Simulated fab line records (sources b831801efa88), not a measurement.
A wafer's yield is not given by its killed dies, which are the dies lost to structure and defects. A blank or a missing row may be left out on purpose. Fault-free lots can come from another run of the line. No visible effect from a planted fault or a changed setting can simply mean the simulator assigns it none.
Check for tools in common || flow gf180mcu || 42 wafers sampled across 14 lots

== REASON IT WAS OPENED ==
Flagged at GF_M2_CD_MEAS_14: reading cdNm, on 2 of 14 lots. No-fault wafers: 280.1 nm, standard deviation 1.3.
Rule: a lot gets a flag if all its wafers with a number sit over 4 standard deviations from that mean, or if no wafer of it has a number. The rest of the lots are taken to be sound.

{"lot": "L556", "measured": "day 18 23:33", "on": "cdSem-01", "cdNm (nm), wafer by wafer": "280.4 277.7 278.8", "flag": ""}
{"lot": "L557", "measured": "day 19 10:37", "on": "cdSem-01", "cdNm (nm), wafer by wafer": "281.5 282.4 282.3", "flag": ""}
{"lot": "L558", "measured": "day 19 23:40", "on": "cdSem-01", "cdNm (nm), wafer by wafer": "281.5 282.0 282.3", "flag": ""}
{"lot": "L559", "measured": "day 20 03:31", "on": "cdSem-01", "cdNm (nm), wafer by wafer": "281.1 281.1 279.9", "flag": ""}
{"lot": "L560", "measured": "day 20 16:37", "on": "cdSem-01", "cdNm (nm), wafer by wafer": "278.4 277.9 278.3", "flag": ""}
{"lot": "L563", "measured": "day 21 19:33", "on": "cdSem-01", "cdNm (nm), wafer by wafer": "280.0 280.1 280.9", "flag": ""}
{"lot": "L564", "measured": "day 22 06:50", "on": "cdSem-02", "cdNm (nm), wafer by wafer": "280.3 280.3 280.9", "flag": ""}
{"lot": "L565", "measured": "day 22 16:58", "on": "cdSem-01", "cdNm (nm), wafer by wafer": "280.2 280.9 280.7", "flag": ""}
{"lot": "L568", "measured": "day 23 13:26", "on": "cdSem-01", "cdNm (nm), wafer by wafer": "280.3 280.7 279.8", "flag": ""}
{"lot": "L569", "measured": "day 24 07:17", "on": "cdSem-02", "cdNm (nm), wafer by wafer": "279.2 279.8 279.4", "flag": ""}
{"lot": "L573", "measured": "day 25 11:02", "on": "cdSem-01", "cdNm (nm), wafer by wafer": "326.6 325.8 326.4", "flag": "FLAGGED"}
{"lot": "L575", "measured": "day 26 08:36", "on": "cdSem-02", "cdNm (nm), wafer by wafer": "316.5 315.3 317.1", "flag": "FLAGGED"}
{"lot": "L578", "measured": "day 26 16:31", "on": "cdSem-01", "cdNm (nm), wafer by wafer": "281.9 282.6 282.1", "flag": ""}
{"lot": "L579", "measured": "day 27 05:14", "on": "cdSem-02", "cdNm (nm), wafer by wafer": "281.6 281.1 281.5", "flag": ""}
The mean of the flagged lots' numbers is 321.3 nm, +41.2 nm from the usual (+32 standard deviations).

== TOOL THAT RAN EACH LOT ==
The record holds 2 process steps before the reading, out of a route of 602 steps. In each cell: the tool, then ch and the chambers that the sampled wafers went through, then the start.
{"lot": "L556", "flag": "", "GF_V1_CVD_23": "cvdW-01 ch 0,1, day 17 22:38", "GF_M2_EXPOSE_11": "krfScanner-01 ch 0, day 18 11:40"}
{"lot": "L557", "flag": "", "GF_V1_CVD_23": "cvdW-02 ch 0,1, day 18 09:46", "GF_M2_EXPOSE_11": "krfScanner-01 ch 0, day 18 22:19"}
{"lot": "L558", "flag": "", "GF_V1_CVD_23": "cvdW-02 ch 0, day 18 22:35", "GF_M2_EXPOSE_11": "krfScanner-01 ch 0, day 19 11:46"}
{"lot": "L559", "flag": "", "GF_V1_CVD_23": "cvdW-01 ch 0,1, day 19 01:34", "GF_M2_EXPOSE_11": "krfScanner-02 ch 0, day 19 14:54"}
{"lot": "L560", "flag": "", "GF_V1_CVD_23": "cvdW-01 ch 0,1, day 19 15:37", "GF_M2_EXPOSE_11": "krfScanner-02 ch 0, day 20 05:01"}
{"lot": "L563", "flag": "", "GF_V1_CVD_23": "cvdW-01 ch 0,1, day 20 19:22", "GF_M2_EXPOSE_11": "krfScanner-02 ch 0, day 21 07:58"}
{"lot": "L564", "flag": "", "GF_V1_CVD_23": "cvdW-01 ch 0,1, day 21 06:37", "GF_M2_EXPOSE_11": "krfScanner-02 ch 0, day 21 19:07"}
{"lot": "L565", "flag": "", "GF_V1_CVD_23": "cvdW-02 ch 1, day 21 16:46", "GF_M2_EXPOSE_11": "krfScanner-01 ch 0, day 22 05:53"}
{"lot": "L568", "flag": "", "GF_V1_CVD_23": "cvdW-01 ch 0,1, day 22 14:20", "GF_M2_EXPOSE_11": "krfScanner-01 ch 0, day 23 02:16"}
{"lot": "L569", "flag": "", "GF_V1_CVD_23": "cvdW-01 ch 0,1, day 23 08:01", "GF_M2_EXPOSE_11": "krfScanner-02 ch 0, day 23 20:26"}
{"lot": "L573", "flag": "FLAGGED", "GF_V1_CVD_23": "cvdW-02 ch 0,1, day 24 12:54", "GF_M2_EXPOSE_11": "krfScanner-01 ch 0, day 25 00:36"}
{"lot": "L575", "flag": "FLAGGED", "GF_V1_CVD_23": "cvdW-01 ch 0,1, day 25 10:57", "GF_M2_EXPOSE_11": "krfScanner-01 ch 0, day 25 22:01"}
{"lot": "L578", "flag": "", "GF_V1_CVD_23": "cvdW-02 ch 0,1, day 25 18:47", "GF_M2_EXPOSE_11": "krfScanner-02 ch 0, day 26 06:44"}
{"lot": "L579", "flag": "", "GF_V1_CVD_23": "cvdW-02 ch 0,1, day 26 08:13", "GF_M2_EXPOSE_11": "krfScanner-02 ch 0, day 26 18:54"}
What these steps do:
- GF_V1_CVD_23: deposits W, target thk 350 nm, time 105.05 s.
- GF_M2_EXPOSE_11: exposes mask Metal2, target cd 280 nm.
- GF_M2_CD_MEAS_14: target cd 280 nm.

== FLAGGED OVER TOTAL, TOOL BY TOOL (the gauges that took the reading come last) ==
{"step": "GF_V1_CVD_23", "tool": "cvdW-01", "lots run": 8, "flagged": 1, "share of the flagged lots": "some", "sound lots run after its first flagged lot": 0}
{"step": "GF_V1_CVD_23", "tool": "cvdW-02", "lots run": 6, "flagged": 1, "share of the flagged lots": "some", "sound lots run after its first flagged lot": "2 (L578,L579)"}
{"step": "GF_M2_EXPOSE_11", "tool": "krfScanner-01", "lots run": 7, "flagged": 2, "share of the flagged lots": "all", "sound lots run after its first flagged lot": 0}
{"step": "GF_M2_EXPOSE_11", "tool": "krfScanner-02", "lots run": 7, "flagged": 0, "share of the flagged lots": "none", "sound lots run after its first flagged lot": "-"}
{"step": "GF_M2_CD_MEAS_14", "tool": "cdSem-01", "lots run": 10, "flagged": 1, "share of the flagged lots": "some", "sound lots run after its first flagged lot": "1 (L578)"}
{"step": "GF_M2_CD_MEAS_14", "tool": "cdSem-02", "lots run": 4, "flagged": 1, "share of the flagged lots": "some", "sound lots run after its first flagged lot": "1 (L579)"}

== WHAT THE TABLE ALLOWS ==
All flagged lots share 1 row of the table, namely krfScanner-01 at GF_M2_EXPOSE_11.
- krfScanner-01 at GF_M2_EXPOSE_11: 2 of its 7 lots flagged. Last sound lot L568 at day 23 02:16, first flagged lot L573 at day 25 00:36; a fault beginning in between fits. Its own readings (exposureDoseMJCm2) fall more than 4 standard deviations out on all wafers of the flagged lots.
What remains is a single tool, krfScanner-01 at GF_M2_EXPOSE_11.

== WHAT THE SIMULATOR HAD INSERTED ==
Drift in process parameters on krfScanner-01 at GF_M2_EXPOSE_11, starting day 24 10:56. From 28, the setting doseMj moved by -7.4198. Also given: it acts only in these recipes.
Shown lots that were struck: L573, L575. This agrees with what the rule above found.
